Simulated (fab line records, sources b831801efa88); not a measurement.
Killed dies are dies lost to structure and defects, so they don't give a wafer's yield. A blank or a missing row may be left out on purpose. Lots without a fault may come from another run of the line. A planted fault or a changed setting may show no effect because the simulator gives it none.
fab line records | flow sky130
record lots=5 wafers=15 last_day=49
route steps=708 shown METAL2@506 VIA2@507 PAD_OPEN@708
lots that met no fault: from a run of the same line without faults
start_h: hours from the record's first day to the start of the lot's first wafer shown | wait_h: hours since the lot's step before | " the same as in the row above | L1.1+2: a row that stands for several wafers | - no value, or no start given | * or withheld: withheld | < > ~ a bound
route shown NAME@n: a module of which the file shows steps, and the number in the route of the first | usual: mean/standard deviation of fault-free wafers | same: alike in all rows | chamber/n: place in a boat | sites: the reading at each site | _std_site: their standard deviation | _edge_site: outer sites' mean less inner sites' | radius_mm: how far each site lies from the wafer's centre | mask NAME#n: copy n | behind: the tool/chamber that last shaped the wafer | hold: why the lot was held/for how many hours/how that ended | device: the transistor (n, p or np) that didn't switch | end of line: the same wafers' tests at the end of the route | a step without rows: its recipe alone | killed: dies lost to structure and defects at the first sort, not the wafer's yield | map: a wafer's dies, x killed, . not, _ none there
set.NAME: the setting as run; set.NAME@STEP: as run at that earlier step | model.NAME: the simulator's own value behind a step, which no gauge read
lots at some steps of the route; a table a step, a row a wafer
services: from which hour (start_h, from the record's first day; less than 0 if before it) a tool's chamber was out of use, for how many hours, and why
## steps
# step SKY_METAL2_CLEAN_23
# recipe chemistry=O3/DIW dry=n2_spin
# step SKY_VIA2_HDPCVD_00
# recipe material=SiO2 target_thk_nm=1180 sigma_open_frac=0.3 time_s=196.7 temp_c=400 sih4_flow_sccm=60 pressure_mtorr=6
# step SKY_VIA2_THK_MEAS_01
# recipe reads=SiO2_of_VIA2_HDPCVD_00
# usual VIA2_HDPCVD_THK=1182/10
# columns lot.wafer tool chamber start_h wait_h VIA2_HDPCVD_THK[nm]
L873.3 film_metro-02 - 841.19 0.1 1189
L873.4 " - " " 1177
L873.5 " - " " 1184
L874.2 film_metro-03 - 854.89 0.1 1174
L874.3 " - " " 1190
L874.5 " - " " 1189
L877.1 film_metro-01 - 875.71 0.1 1180
L877.3 " - " " 1164
L877.5 " - " " 1161
L881.1 film_metro-02 - 904.62 0.1 1185
L881.5 " - " " 1195
L881.6 " - " " 1198
L887.1 film_metro-01 - 937.18 0.1 1199
L887.2 " - " " 1201
L887.5 " - " " 1175
# step SKY_VIA2_CMP_02
# recipe material=SiO2 down_force_psi=4 platen_rpm=60 pad_velocity_m_s=0.94248
# usual motor_current_A=12.0/1 platen_rpm=60.00/0.045 slurry_filter_dp_kPa=13.49/0.14
# columns lot.wafer tool chamber start_h wait_h motor_current_A platen_rpm slurry_filter_dp_kPa
L873.4 cmp-02 1 841.23 0.0 11.9 60.04 13.50
L873.3 " 2 " " 12.7 59.98 13.53
L873.5 " 2 " " 12.1 60.00 13.45
L874.2 cmp-01 1 855.04 0.1 13.3 59.91 13.50
L874.3 " 2 " " 10.4 60.03 13.50
L874.5 " 0 " " 11.4 60.01 13.65
L877.3 cmp-02 1 875.77 0.0 11.6 60.00 13.59
L877.1 " 3 " " 12.9 60.07 13.43
L877.5 " 1 " " 11.6 60.00 13.45
L881.1 cmp-02 1 904.78 0.1 12.0 60.06 13.30
L881.5 " 3 " " 12.4 59.98 13.56
L881.6 " 0 " " 10.6 59.98 13.41
L887.2 cmp-01 2 937.34 0.1 11.0 59.95 13.47
L887.1 " 3 " " 12.8 60.06 13.43
L887.5 " 0 " " 11.2 59.99 13.46
# step SKY_VIA2_BOW_MEAS_03
# recipe mode=bow
# usual VIA2_BOW=87/8
# columns lot.wafer tool chamber start_h wait_h VIA2_BOW[um]
L873.3 film_metro-02 - 841.57 0.2 82
L873.4 " - " " 92
L873.5 " - " " 97
L874.2 film_metro-02 - 855.26 0.2 84
L874.3 " - " " 86
L874.5 " - " " 89
L877.1 film_metro-03 - 876.07 0.1 81
L877.3 " - " " 79
L877.5 " - " " 81
L881.1 film_metro-03 - 904.98 0.1 83
L881.5 " - " " 84
L881.6 " - " " 79
L887.1 film_metro-02 - 937.54 0.1 78
L887.2 " - " " 91
L887.5 " - " " 77
# step SKY_VIA2_DEHYDRATE_04
# recipe temp_c=200 time_s=60
# step SKY_VIA2_HMDS_05
# recipe prime_time_s=60 prime_temp_c=120
# step SKY_VIA2_COAT_06
# recipe resist=BARC temp_c=withheld time_s=withheld spin_rpm=3000 resist_thk_nm=60
# step SKY_VIA2_COAT_07
# recipe resist=KrF-thick spin_rpm=3000 resist_thk_nm=450
# step SKY_VIA2_SOFTBAKE_08
# recipe temp_c=100 time_s=90 resist=KrF-thick
# step SKY_VIA2_EXPOSE_09
# recipe mask_id=VIM2 na=0.8 source_shape=annular sigma_inner=0.55 sigma_outer=0.85 target_cd_nm=200 dose_mj=38
# step SKY_VIA2_PEB_10
# recipe peb_temp_c=withheld peb_time_s=withheld resist=KrF-thick
# step SKY_VIA2_DEVELOP_11
# recipe develop_time_s=60 resist=KrF-thick dev_temp_c=21
# columns lot.wafer tool chamber start_h wait_h
L873.3+4+5 litho_track-01 0 867 -
L874.2+3+5 litho_track-02 0 881 -
L877.1+3+5 litho_track-02 0 901 -
L881.1+5+6 litho_track-03 0 929 -
L887.1+2+5 litho_track-01 0 961 -
# step SKY_VIA2_CD_MEAS_12
# recipe target_cd_nm=200
# usual cd_nm=200.2/1.5
# columns lot.wafer tool chamber start_h wait_h cd_nm
L873.3 cd_sem-02 - 867.57 - 199.7
L873.4 " - " " 199.1
L873.5 " - " " 200.4
L874.2 cd_sem-02 - 881.74 - 201.7
L874.3 " - " " 200.6
L874.5 " - " " 202.7
L877.1 cd_sem-02 - 901.27 - 200.6
L877.3 " - " " 200.0
L877.5 " - " " 200.5
L881.1 cd_sem-02 - 929.66 - 200.8
L881.5 " - " " 199.7
L881.6 " - " " 201.2
L887.1 cd_sem-01 - 961.68 - 206.0
L887.2 " - " " 204.6
L887.5 " - " " 204.7
# step SKY_VIA2_OVL_MEAS_13
# usual VIA2_OVL=2/4.7
# columns lot.wafer tool chamber start_h wait_h VIA2_OVL[nm]
L873.3 overlay-02 - 867.66 0.1 -4
L873.4 " - " " 0
L873.5 " - " " -2
L874.2 overlay-02 - 881.85 0.1 1
L874.3 " - " " 5
L874.5 " - " " 6
L877.1 overlay-02 - 901.39 0.1 7
L877.3 " - " " -2
L877.5 " - " " 1
L881.1 overlay-01 - 929.78 0.1 -5
L881.5 " - " " -6
L881.6 " - " " 0
L887.1 overlay-02 - 961.80 0.1 -3
L887.2 " - " " -1
L887.5 " - " " 5
# step SKY_VIA2_ETCH_14
# recipe chemistry=N2/H2 target=BARC ion_energy_ev=200 source_w=500 bias_w=100 pressure_mtorr=30 n2_flow_sccm=100 h2_flow_sccm=200 stop_on=SiO2 time_s=45.9 target_depth_a=600
# usual bias_w=99.98/0.3 drypump_motor_current_A=5.8/0.42 oes_product_au=0.855/0.0047 throttle_valve_pct=13.225/0.0094
# columns lot.wafer tool chamber start_h wait_h bias_w drypump_motor_current_A oes_product_au rf_hours_counter_h throttle_valve_pct model.VIA2.cd_nm
L873.3 rie_diel-02 2 867.69 0.0 99.81 5.8 0.848 10 13.233 198.5
L873.4 " 0 " " 99.76 5.4 0.865 - 13.222 198.6
L873.5 " 2 " " 99.68 5.8 0.855 - 13.236 200
L874.2 rie_diel-02 0 881.88 0.0 99.78 5.3 0.858 11 13.238 201.4
L874.3 " 1 " " 99.91 5.7 0.852 14 13.222 198.9
L874.5 " 3 " " 100.06 6.6 0.855 - 13.225 201.7
L877.1 rie_diel-02 3 901.43 0.0 99.71 6.6 0.856 1 13.224 199.3
L877.3 " 1 " " 99.51 5.7 0.846 14 13.226 199
L877.5 " 3 " " 99.62 6.6 0.855 - 13.217 199.5
L881.1 rie_diel-01 2 929.81 0.0 99.71 5.2 0.853 16 13.221 201
L881.5 " 1 " " 99.70 6.4 0.854 - 13.235 200.3
L881.6 " 0 " " 100.10 5.4 0.852 - 13.209 200.4
L887.1 rie_diel-01 2 961.84 0.0 100.19 5.2 0.858 16 13.215 206
L887.2 " 0 " " 100.15 5.4 0.861 11 13.221 204
L887.5 " 1 " " 100.06 6.4 0.852 - 13.232 204.5
# step SKY_VIA2_ETCH_15
# recipe target=SiO2 chemistry=C4F8/O2/Ar target_depth_nm=546 stop_on=TiN mask_material=KrF-thick source_w=1500 bias_w=1200 pressure_mtorr=40 c4f8_flow_sccm=withheld O2_flow_sccm=6 Ar_flow_sccm=300 time_s=84
# usual bias_w=1200/3.4 oes_product_au=0.939/0.0052
# columns lot.wafer tool chamber start_h wait_h bias_w oes_product_au rf_hours_counter_h
L873.3 rie_diel-02 2 867.73 0.0 1197 0.930 10
L873.4 " 0 " " 1194 0.939 -
L873.5 " 2 " " 1204 0.941 -
L874.2 rie_diel-02 0 881.92 0.0 1193 0.928 11
L874.3 " 1 " " 1204 0.946 14
L874.5 " 3 " " 1200 0.947 -
L877.1 rie_diel-02 3 901.47 0.0 1197 0.936 1
L877.3 " 1 " " 1199 0.943 14
L877.5 " 3 " " 1203 0.943 -
L881.1 rie_diel-01 2 929.86 0.0 1200 0.931 16
L881.5 " 1 " " 1197 0.935 -
L881.6 " 0 " " 1207 0.942 -
L887.1 rie_diel-01 2 961.88 0.0 1197 0.942 16
L887.2 " 0 " " 1202 0.940 11
L887.5 " 1 " " 1200 0.933 -
# step SKY_PAD_OPEN_PROBE_99
# usual defect_limited_yield=82.2/1.9 killed_at_M0_to_M3=44/6.8 killed_at_M4_up=3.1/1.8 killed_at_contacts=25/5.2 killed_at_front_end=15/4.1 killed_at_other=0.3/0.62 killed_dies=88/9.4 killed_open=48/7.1 killed_short=40/6.1 sort_bin_3_pad_short=0.9/0.38 sort_bin_5_function=10.5/1.5 sort_bin_6_memory=6.5/1.2 sort_bin_8_speed=0.5/0.95 sort_n_pass=402/10 sort_yield_pct=81.6/2
# same gross_dies=492 killed_at_back_side=0 sort_bin_4_leakage[%]=0
# columns lot.wafer tool chamber start_h wait_h defect_limited_yield[%] killed_at_M0_to_M3 killed_at_M4_up killed_at_contacts killed_at_front_end killed_at_other killed_dies killed_open killed_short sort_bin_3_pad_short[%] sort_bin_5_function[%] sort_bin_6_memory[%] sort_bin_8_speed[%] sort_n_pass sort_yield_pct[%]
L873.3 prober-01 - 1090.48 0.2 82.7 39 2 26 18 0 85 39 44 0.6 10.2 6.5 0.2 406 82.5
L873.4 prober-01 - 1090.53 0.2 81.1 42 3 29 19 0 93 53 40 1.4 10.4 7.1 0.2 398 80.9
L873.5 prober-01 - 1090.58 0.2 85.4 43 1 14 13 1 72 34 38 0.4 8.3 5.9 0 420 85.4
L874.2 prober-02 - 1103.23 0.1 82.3 45 3 23 16 0 87 50 37 1.4 9.8 6.5 0.6 402 81.7
L874.3 prober-02 - 1103.28 0.2 79.3 37 4 40 20 1 102 50 50 1.2 11.8 7.7 2.6 377 76.6
L874.5 prober-02 - 1103.38 0.2 79.7 48 1 33 16 2 100 61 38 1.0 12.0 7.3 1.0 387 78.7
L887.1 prober-01 - 1164.10 0.1 81.3 46 4 24 18 0 92 54 36 0.6 11.2 6.9 0.2 399 81.1
L887.2 prober-01 - 1164.15 0.1 78.9 50 4 25 24 1 104 57 46 1.0 10.0 10.2 0.4 386 78.5
L887.5 prober-01 - 1164.30 0.2 82.5 43 4 21 18 0 86 48 38 0.6 10.0 6.9 0.4 404 82.1
# killed by level:class
L873.3 METAL1:geometric_particle:short=11 LI_CONTACT:geometric_particle:open=8 CONTACT:geometric_particle:open=8 VIA1:geometric_particle:open=8 VIA1:geometric_particle:short=5 VIA3:geometric_particle:open=5 FIELD_ISO:geometric_particle:short=4 POLY_GATE:geometric_particle:short=4
L873.4 CONTACT:geometric_particle:short=11 VIA1:geometric_particle:open=10 POLY_GATE:geometric_particle:open=8 LI_CONTACT:geometric_particle:open=8 CONTACT:geometric_particle:open=7 METAL1:geometric_particle:short=7 VIA3:geometric_particle:open=7 VIA2:geometric_particle:open=6
L873.5 METAL1:geometric_particle:short=9 VIA1:geometric_particle:open=6 METAL2:geometric_particle:short=6 VIA2:geometric_particle:open=6 POLY_GATE:geometric_particle:short=5 CONTACT:geometric_particle:open=5 VIA3:geometric_particle:open=5 VIA2:geometric_particle:short=5
L874.2 VIA1:geometric_particle:open=13 CONTACT:geometric_particle:open=9 LOCAL_INTERCONNECT:geometric_particle:short=6 VIA2:geometric_particle:open=6 METAL1:geometric_particle:short=5 VIA3:geometric_particle:open=5 FIELD_ISO:geometric_particle:open=4 FIELD_ISO:geometric_particle:short=4
L874.3 CONTACT:geometric_particle:open=14 VIA1:geometric_particle:open=9 LI_CONTACT:geometric_particle:short=7 LI_CONTACT:geometric_particle:open=6 LOCAL_INTERCONNECT:geometric_particle:short=6 CONTACT:geometric_particle:short=6 METAL2:geometric_particle:short=6 VIA3:geometric_particle:open=6
L874.5 VIA1:geometric_particle:open=13 CONTACT:geometric_particle:open=12 LI_CONTACT:geometric_particle:open=8 CONTACT:geometric_particle:short=6 METAL1:geometric_particle:short=6 POLY_GATE:geometric_particle:open=5 VIA3:geometric_particle:open=5 FIELD_ISO:geometric_particle:open=4
L887.1 VIA2:geometric_particle:open=10 CONTACT:geometric_particle:open=9 VIA1:geometric_particle:open=9 LI_CONTACT:geometric_particle:open=8 METAL1:geometric_particle:short=8 POLY_GATE:geometric_particle:open=5 FIELD_ISO:geometric_particle:short=4 POLY_GATE:geometric_particle:short=4
L887.2 VIA1:geometric_particle:open=11 CONTACT:geometric_particle:open=9 VIA2:geometric_particle:open=9 FIELD_ISO:geometric_particle:open=8 VIA3:geometric_particle:open=7 METAL1:geometric_particle:short=6 FIELD_ISO:geometric_particle:short=5 LI_CONTACT:geometric_particle:open=5
L887.5 VIA1:geometric_particle:open=13 VIA2:geometric_particle:open=9 VIA3:geometric_particle:open=8 FIELD_ISO:geometric_particle:short=7 LI_CONTACT:geometric_particle:open=4 LI_CONTACT:geometric_particle:short=4 VIA1:geometric_particle:short=4 LOCAL_INTERCONNECT:geometric_particle:short=4
## services
# columns tool chamber start_h hours kind
cmp-01 - 819.02 3.5 pm
rie_diel-01 1 843.35 7.5 repair
rie_diel-01 0 846.48 5.1 repair
rie_diel-02 3 862.90 - clean
rie_diel-02 3 862.90 15.5 scheduled_down
rie_diel-02 3 862.90 15.5 vent_cycle
cmp-02 - 905.69 4.5 repair
rie_diel-02 1 909.48 1.8 repair
cmp-02 - 912.99 1.0 repair
cmp-02 - 916.56 3.2 repair
cmp-01 - 918.87 0.9 repair
cmp-02 - 921.58 4.0 pm
cmp-02 - 925.58 - consumable_replace:conditioner
cmp-02 - 925.58 - consumable_replace:pad
rie_diel-02 2 943.11 6.7 repair
cmp-01 - 943.80 5.8 pm
litho_track-02 - 944.16 - consumable_replace:filter
## key
first_sign step=SKY_VIA2_CD_MEAS_12 reading=cd_nm direction=up sigmas=3.3 usual=200.2 struck=205.1
effect none on later readings
model_effect step=SKY_VIA2_ETCH_14 value=VIA2.cd_nm without=201.2 struck=204.8
met_at SKY_VIA2_DEVELOP_11
struck_wafers L887.1,L887.2,L887.5
onset_between 867 961
also_fits time
fault kind=process_parameter_drift tool=litho_track-01 chamber=- onset_h=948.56 steps=SKY_VIA2_DEVELOP_11 channel=develop_time_s offset=* shape=step end_h=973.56 acts_in=* stated=*
